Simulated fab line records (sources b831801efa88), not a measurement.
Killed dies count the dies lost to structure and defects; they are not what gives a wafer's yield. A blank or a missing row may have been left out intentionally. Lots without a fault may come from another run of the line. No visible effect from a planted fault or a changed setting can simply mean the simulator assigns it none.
fab line records | flow gf180mcu
record lots=13 wafers=39 lastDay=34
route steps=602 shown HV_LDD@226 SALICIDE@280 CONTACT@305
lots that met no fault: taken from a fault-free run of the same line
startH: the number of hours between the record's first day and the start of the first shown wafer of the lot | waitH: hours elapsed since this lot's preceding step | " unchanged from the row above | L1.1+2: one row covering several wafers at once | - value missing, or start not given | * or withheld: withheld | < > ~ a bound
route shown NAME@n: names a module that has steps shown in the file, with the first one's number in the route | usual: average and standard deviation across the fault-free wafers | same: alike in all rows | chamber/n: place in a boat | sites: each site's reading | _std_site: standard deviation across them | _edge_site: outer sites' mean less inner sites' | radiusMm: for every site, how far away it sits from the centre of the wafer | mask NAME#n: copy n | behind: the last tool/chamber to shape the wafer | hold: the reason the lot was held/the length of the hold in hours/how it ended | device: which transistor (n, p or np) failed to switch | end of line: at the end of the route, the tests of the same wafers | a step given without rows: its recipe and nothing more | killed: not the wafer's yield, but the dies lost to structure and defects at the first sort | map: per-die view of a wafer (x killed, . not killed, _ where there is no die)
set.NAME: the setting as run; set.NAME@STEP: as run at that earlier step | model.NAME: the simulator's own value behind a step, which no gauge read
steps of the route over a sample of lots; a table a step, a row a wafer
services: a tool's chamber out of use, with start hour (startH, from the record's first day; less than 0 if before it), hours out, and reason
## steps
# step GF_HV_LDD_TW_MEAS_50
# usual HV_LDD_4_TW=567/5.6
# columns lot.wafer tool chamber startH waitH HV_LDD_4_TW
L718.3 filmMetro-02 - 275.95 0.1 573
L718.5 " - " " 571
L718.6 " - " " 575
L719.2 filmMetro-04 - 281.14 0.1 561
L719.3 " - " " 561
L719.5 " - " " 563
L721.3 filmMetro-03 - 298.94 0.1 562
L721.5 " - " " 566
L721.6 " - " " 567
L722.1 filmMetro-02 - 307.98 0.1 575
L722.5 " - " " 575
L722.6 " - " " 573
L723.2 filmMetro-04 - 316.19 0.1 563
L723.3 " - " " 560
L723.4 " - " " 563
L724.1 filmMetro-04 - 324.13 0.1 560
L724.2 " - " " 562
L724.3 " - " " 559
L729.2 filmMetro-02 - 363.99 0.1 578
L729.3 " - " " 572
L729.5 " - " " 576
L733.3 filmMetro-02 - 395.19 0.1 578
L733.4 " - " " 578
L733.6 " - " " 577
L736.2 filmMetro-04 - 420.10 0.1 563
L736.3 " - " " 565
L736.5 " - " " 565
L737.1 filmMetro-03 - 426.93 0.1 561
L737.5 " - " " 563
L737.6 " - " " 563
L738.1 filmMetro-03 - 435.84 0.1 563
L738.3 " - " " 566
L738.5 " - " " 564
L739.1 filmMetro-04 - 443.27 0.1 567
L739.4 " - " " 567
L739.5 " - " " 568
L740.1 filmMetro-04 - 454.07 0.1 564
L740.3 " - " " 568
L740.5 " - " " 566
# step GF_SALICIDE_SPUTTER_02
# recipe material=Co targetThkNm=10 powerW=1000 timeS=20 chamberPressurePa=0.4
# usual throttleValvePct=29.9/1.1
# columns lot.wafer tool chamber startH waitH throttleValvePct
L718.3 pvdSputter-04 - 344.00 0.0 28.5
L718.5 " - " " 31.3
L718.6 " - " " 28.2
L719.2 pvdSputter-04 - 347.60 0.0 28.4
L719.3 " - " " 29.1
L719.5 " - " " 29.6
L721.3 pvdSputter-04 - 366.61 0.0 29.5
L721.5 " - " " 29.2
L721.6 " - " " 28.4
L722.1 pvdSputter-04 - 376.43 0.0 31.3
L722.5 " - " " 29.0
L722.6 " - " " 29.4
L723.2 pvdSputter-04 - 386.91 0.0 28.5
L723.3 " - " " 29.1
L723.4 " - " " 31.3
L724.1 pvdSputter-02 - 394.26 0.0 30.9
L724.2 " - " " 29.9
L724.3 " - " " 30.5
L729.2 pvdSputter-03 - 437.12 0.0 28.7
L729.3 " - " " 29.2
L729.5 " - " " 29.0
L733.3 pvdSputter-04 - 473.56 0.0 28.4
L733.4 " - " " 29.3
L733.6 " - " " 29.2
L736.2 pvdSputter-04 - 497.49 0.0 29.5
L736.3 " - " " 28.1
L736.5 " - " " 28.3
L737.1 pvdSputter-02 - 503.89 0.0 31.1
L737.5 " - " " 29.9
L737.6 " - " " 30.7
L738.1 pvdSputter-02 - 512.67 0.0 29.7
L738.3 " - " " 31.2
L738.5 " - " " 30.0
L739.1 pvdSputter-02 - 519.67 0.0 29.9
L739.4 " - " " 30.7
L739.5 " - " " 30.9
L740.1 pvdSputter-02 - 530.04 0.0 30.2
L740.3 " - " " 30.8
L740.5 " - " " 30.1
# step GF_SALICIDE_RS_MEAS_04
# recipe thkMeasGauge=four-point-probe reads=TiN_of_SALICIDE_SPUTTER_03+Co_of_SALICIDE_SPUTTER_02
# usual SALICIDE_TIN_RS=16.33/0.26
# columns lot.wafer tool chamber startH waitH SALICIDE_TIN_RS[ohm/sq]
L718.3 filmMetro-04 - 344.09 0.1 16.55
L718.5 " - " " 15.95
L718.6 " - " " 16.55
L719.2 filmMetro-04 - 347.67 0.0 16.90
L719.3 " - " " 16.43
L719.5 " - " " 16.56
L721.3 filmMetro-03 - 366.70 0.1 16.01
L721.5 " - " " 16.20
L721.6 " - " " 16.61
L722.1 filmMetro-03 - 376.49 0.0 16.08
L722.5 " - " " 16.64
L722.6 " - " " 16.55
L723.2 filmMetro-03 - 386.98 0.0 16.61
L723.3 " - " " 16.48
L723.4 " - " " 16.03
L724.1 filmMetro-03 - 394.32 0.0 16.17
L724.2 " - " " 16.44
L724.3 " - " " 16.06
L729.2 filmMetro-01 - 437.20 0.0 16.76
L729.3 " - " " 16.57
L729.5 " - " " 16.62
L733.3 filmMetro-04 - 473.65 0.1 8.83
L733.4 " - " " 16.28
L733.6 " - " " 8.74
L736.2 filmMetro-01 - 497.57 0.0 16.09
L736.3 " - " " 8.84
L736.5 " - " " 16.38
L737.1 filmMetro-01 - 503.94 0.0 15.86
L737.5 " - " " 16.15
L737.6 " - " " 16.45
L738.1 filmMetro-04 - 512.72 0.0 16.13
L738.3 " - " " 15.99
L738.5 " - " " 16.10
L739.1 filmMetro-01 - 519.73 0.0 16.16
L739.4 " - " " 16.26
L739.5 " - " " 16.16
L740.1 filmMetro-01 - 530.09 0.0 16.17
L740.3 " - " " 16.06
L740.5 " - " " 16.17
# step GF_CONTACT_STRIP_18
# recipe chemistry=O2/N2 powerW=1400 pressureMtorr=1500 platenTempC=250 o2FlowSccm=3000 n2FlowSccm=300 overashFraction=0.5
# usual drypumpMotorCurrentA=5.5/0.4 heaterPowerW=324/29 oesProductAu=0.581/0.0048
# columns lot.wafer tool chamber startH waitH drypumpMotorCurrentA heaterPowerW oesProductAu rfHoursCounterH
L718.3 plasmaAsher-02 1 367.62 - 6.0 340 0.582 -
L718.5 " 1 " " 6.0 339 0.578 -
L718.6 " 0 " " 4.9 347 0.580 -
L719.2 plasmaAsher-04 0 370.84 - 5.8 280 0.577 59
L719.3 " 0 " " 5.8 283 0.582 -
L719.5 " 1 " " 5.2 320 0.591 -
L721.3 plasmaAsher-04 1 390.57 - 5.2 313 0.579 -
L721.5 " 0 " " 5.8 289 0.585 -
L721.6 " 1 " " 5.2 320 0.579 -
L722.1 plasmaAsher-01 1 400.19 - 5.6 290 0.570 28
L722.5 " 1 " " 5.6 286 0.577 -
L722.6 " 0 " " 5.2 339 0.572 -
L723.2 plasmaAsher-01 0 410.99 - 5.2 333 0.579 29
L723.3 " 1 " " 5.6 286 0.575 -
L723.4 " 0 " " 5.2 332 0.578 -
L724.1 plasmaAsher-02 1 419.24 - 6.0 342 0.584 78
L724.2 " 0 " " 4.9 365 0.585 78
L724.3 " 1 " " 6.0 346 0.582 -
L729.2 plasmaAsher-02 1 463.29 - 6.0 341 0.585 83
L729.3 " 0 " " 4.9 359 0.572 -
L729.5 " 0 " " 4.9 351 0.590 -
L733.3 plasmaAsher-01 0 499.02 - 5.2 329 0.576 -
L733.4 " 1 " " 5.6 295 0.575 -
L733.6 " 0 " " 5.2 327 0.583 -
L736.2 plasmaAsher-02 0 522.91 - 4.9 371 0.584 90
L736.3 " 0 " " 4.9 357 0.579 -
L736.5 " 0 " " 4.9 360 0.583 -
L737.1 plasmaAsher-02 0 528.55 - 4.9 363 0.587 91
L737.5 " 1 " " 6.0 354 0.575 -
L737.6 " 0 " " 4.9 367 0.575 -
L738.1 plasmaAsher-02 0 537.69 - 4.9 355 0.585 92
L738.3 " 1 " " 6.0 346 0.577 -
L738.5 " 1 " " 6.0 345 0.581 -
L739.1 plasmaAsher-04 1 544.03 - 5.2 316 0.586 77
L739.4 " 1 " " 5.2 319 0.585 -
L739.5 " 1 " " 5.2 325 0.584 -
L740.1 plasmaAsher-01 0 554.18 - 5.2 328 0.586 44
L740.3 " 1 " " 5.6 286 0.586 -
L740.5 " 0 " " 5.2 333 0.585 -
# step GF_CONTACT_SPUTTER_22
# recipe material=Ti targetThkNm=15 chamberPressurePa=5 powerW=2500 substrateTempC=200 timeS=80.02
# usual throttleValvePct=29.7/1.2
# columns lot.wafer tool chamber startH waitH throttleValvePct
L718.3 pvdSputter-03 - 367.89 0.0 29.1
L718.5 " - " " 29.0
L718.6 " - " " 28.7
L719.2 pvdSputter-04 - 371.14 0.0 28.3
L719.3 " - " " 31.2
L719.5 " - " " 29.7
L721.3 pvdSputter-01 - 390.84 0.0 27.8
L721.5 " - " " 27.7
L721.6 " - " " 29.7
L722.1 pvdSputter-03 - 400.49 0.0 32.5
L722.5 " - " " 30.7
L722.6 " - " " 32.5
L723.2 pvdSputter-01 - 411.28 0.0 30.2
L723.3 " - " " 28.0
L723.4 " - " " 29.8
L724.1 pvdSputter-03 - 419.53 0.0 30.5
L724.2 " - " " 29.1
L724.3 " - " " 32.5
L729.2 pvdSputter-03 - 463.60 0.0 32.5
L729.3 " - " " 30.8
L729.5 " - " " 32.3
L733.3 pvdSputter-03 - 499.39 0.0 29.0
L733.4 " - " " 30.6
L733.6 " - " " 30.7
L736.2 pvdSputter-04 - 523.30 0.0 29.4
L736.3 " - " " 29.0
L736.5 " - " " 28.2
L737.1 pvdSputter-01 - 528.85 0.0 30.2
L737.5 " - " " 29.9
L737.6 " - " " 29.6
L738.1 pvdSputter-01 - 538.09 0.0 29.7
L738.3 " - " " 29.8
L738.5 " - " " 30.3
L739.1 pvdSputter-01 - 544.43 0.0 29.4
L739.4 " - " " 29.7
L739.5 " - " " 30.4
L740.1 pvdSputter-01 - 554.57 0.0 29.6
L740.3 " - " " 27.9
L740.5 " - " " 28.2
## services
# columns tool chamber startH hours kind
pvdSputter-04 1 321.31 - consumableReplace:kit
pvdSputter-04 1 321.31 18.0 scheduledDown
pvdSputter-04 1 321.31 18.0 ventCycle
pvdSputter-03 - 337.51 24.3 repair
pvdSputter-02 - 341.26 3.0 repair
pvdSputter-02 - 365.32 8.3 repair
pvdSputter-03 1 370.91 - consumableReplace:kit
pvdSputter-03 1 370.91 18.0 scheduledDown
pvdSputter-04 - 374.73 0.8 repair
pvdSputter-03 - 382.63 9.5 repair
pvdSputter-04 - 421.33 7.1 repair
pvdSputter-02 - 461.60 0.9 repair
plasmaAsher-04 - 462.43 13.5 repair
pvdSputter-02 - 464.77 1.8 repair
pvdSputter-01 - 497.20 2.4 repair
pvdSputter-04 - 500.58 0.6 repair
pvdSputter-03 - 517.52 0.5 repair
pvdSputter-03 - 518.79 0.5 repair
pvdSputter-03 - 524.00 1.7 repair
pvdSputter-04 - 528.48 2.1 repair
pvdSputter-03 - 535.88 3.1 repair
pvdSputter-04 0 554.60 - consumableReplace:kit
pvdSputter-04 0 554.60 18.0 scheduledDown
pvdSputter-04 0 554.60 18.0 ventCycle
## key
firstSign step=GF_SALICIDE_RS_MEAS_04 reading=SALICIDE_TIN_RS direction=down sigmas=29 usual=16.33 struck=8.80
effect none on later readings
metAt GF_SALICIDE_SPUTTER_02
struckLots L733,L736
struckWafers L733.3,L733.6,L736.3
testerLeftOut L733,L736
notActingAt GF_HV_LDD_TW_MEAS_50,GF_CONTACT_STRIP_18,GF_CONTACT_SPUTTER_22
onsetBetween 386.91 473.56
fault kind=processParameterDrift tool=pvdSputter-04 chamber=- onsetH=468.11 steps=GF_SALICIDE_SPUTTER_02 channel=targetThkNm offset=9.003 shape=step endH=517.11 scope=struckWafersOnly actsIn=theseRecipesOnly stated=10
# testerLeftOut: of these lots the tester's yield and bins aren't shown, on N5 and GAA mostly nor the transistor test; their killed dies are dies lost to structure and defects alone, not to doping, threshold or leakage, so they don't give the yield
